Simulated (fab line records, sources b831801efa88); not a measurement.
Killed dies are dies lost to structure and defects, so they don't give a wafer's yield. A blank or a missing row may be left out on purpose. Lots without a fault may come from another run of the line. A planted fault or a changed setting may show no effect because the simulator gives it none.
Chamber matching | flow sky130 | SKY_VIA4_CMP_21 on cmp-01: 4 sister chambers
The step polishes, stops on SiO2, t overpolish 25 s, target thk 0 nm. 4 wafers are shown with their chamber, then 12 later ones without.

WAFERS WITH THEIR CHAMBER
wafer  | chamber | motor_current_A (A)
L085.6 | 1       | 11.3
L089.2 | 0       | 11.1
L089.3 | 3       | 11.5
L089.6 | 2       | 9.4

WAFERS WITHOUT THEIR CHAMBER
wafer  | motor_current_A (A)
L090.1 | 12.1
L090.2 | 10.5
L090.4 | 9.5
L094.1 | 11.7
L094.2 | 9.4
L094.6 | 10.6
L096.2 | 10.6
L096.3 | 9.8
L096.4 | 10.6
L097.2 | 9.6
L097.3 | 11.9
L097.4 | 10.9

WHICH CHAMBER EACH WENT THROUGH
wafer  | from the rows above               | in truth
L090.1 | can't be placed: 3 or 1 or 0      | 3
L090.2 | can't be placed: 0 or 1 or 3 or 2 | 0
L090.4 | 2                                 | 2
L094.1 | can't be placed: 3 or 1 or 0      | 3
L094.2 | 2                                 | 2
L094.6 | can't be placed: 0 or 1 or 3 or 2 | 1
L096.2 | can't be placed: 0 or 1 or 3 or 2 | 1
L096.3 | 2                                 | 2
L096.4 | can't be placed: 0 or 1 or 3 or 2 | 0
L097.2 | 2                                 | 2
L097.3 | can't be placed: 3 or 1 or 0      | 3
L097.4 | can't be placed: 0 or 1 or 3      | 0
Placed correctly: 4 of 12. Can't be placed from these rows: 8 (the true chamber is among the candidates in 8). Placed wrongly: 0.
How it was worked out, from the rows above alone: a wafer's distance from a chamber is the root of the sum, over the readings, of the square of ((its reading less the chamber's mean) divided by the reading's scatter). The wafer belongs to the nearest chamber; if the next one is less than 2 further off, it can't be placed. A chamber's mean is the mean of its shown wafers. The scatter: with one shown wafer a chamber, the root of the mean of the squares of how far each hidden wafer lies from its nearest shown one.
